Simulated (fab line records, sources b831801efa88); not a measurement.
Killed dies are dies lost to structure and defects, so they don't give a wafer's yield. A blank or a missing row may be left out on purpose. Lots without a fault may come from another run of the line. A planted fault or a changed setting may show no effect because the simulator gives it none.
Chamber matching | flow sfq_line | SFQ_TRILAYER_I2_CMP_CMP_064 on cmp-02: 4 sister chambers
The step polishes SiO2. 16 wafers are shown with their chamber, then 7 later ones without.

WAFERS WITH THEIR CHAMBER
wafer  | chamber | motor_current_A (A) | time_to_endpoint_s (s)
L659.3 | 1       | 10.1                | 211
L659.2 | 3       | 10.0                | 208
L659.6 | 1       | 9.8                 | 214
L660.1 | 3       | 10.5                | 213
L660.4 | 0       | 12.5                | 226
L660.3 | 2       | 9.8                 | 209
L661.3 | 3       | 10.2                | 221
L661.2 | 1       | 10.2                | 215
L661.6 | 3       | 10.0                | 218
L662.2 | 2       | 9.2                 | 208
L662.5 | 0       | 13.0                | 217
L662.6 | 1       | 9.6                 | 214
L664.1 | 2       | 9.8                 | 217
L664.3 | 0       | 13.2                | 212
L664.4 | 3       | 9.8                 | 221
L666.1 | 1       | 9.1                 | 228

SIGNATURES (means of the wafers above)
reading            | chamber 0 | chamber 1 | chamber 2 | chamber 3 | scatter within a chamber
motor_current_A    | 12.900    | 9.760     | 9.600     | 10.100    | 0.36
time_to_endpoint_s | 218.33    | 216.40    | 211.33    | 216.20    | 6.15
Rule: a wafer's distance from a chamber is the root of the sum, over the readings, of the square of ((its reading less the chamber's mean) divided by the reading's scatter). The wafer belongs to the nearest chamber; if the next one is less than 2 further off, it can't be placed. The scatter: the root of (the sum of the squares of (reading less its chamber's mean) over the shown wafers, divided by (wafers less chambers)).

WAFERS WITHOUT THEIR CHAMBER
wafer  | motor_current_A (A) | time_to_endpoint_s (s)
L666.2 | 9.8                 | 220
L666.5 | 13.4                | 222
L667.4 | 9.7                 | 219
L667.5 | 9.2                 | 211
L668.2 | 12.0                | 207
L668.4 | 9.6                 | 217
L670.5 | 10.5                | 224

WHICH CHAMBER EACH WENT THROUGH
wafer  | from the rows above          | in truth
L666.2 | can't be placed: 1 or 3 or 2 | 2
L666.5 | 0                            | 0
L667.4 | can't be placed: 1 or 3 or 2 | 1
L667.5 | can't be placed: 2 or 1 or 3 | 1
L668.2 | 0                            | 0
L668.4 | can't be placed: 1 or 2 or 3 | 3
L670.5 | can't be placed: 3 or 1 or 2 | 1
Placed correctly: 2 of 7. Can't be placed from these rows: 5 (the true chamber is among the candidates in 5). Placed wrongly: 0.
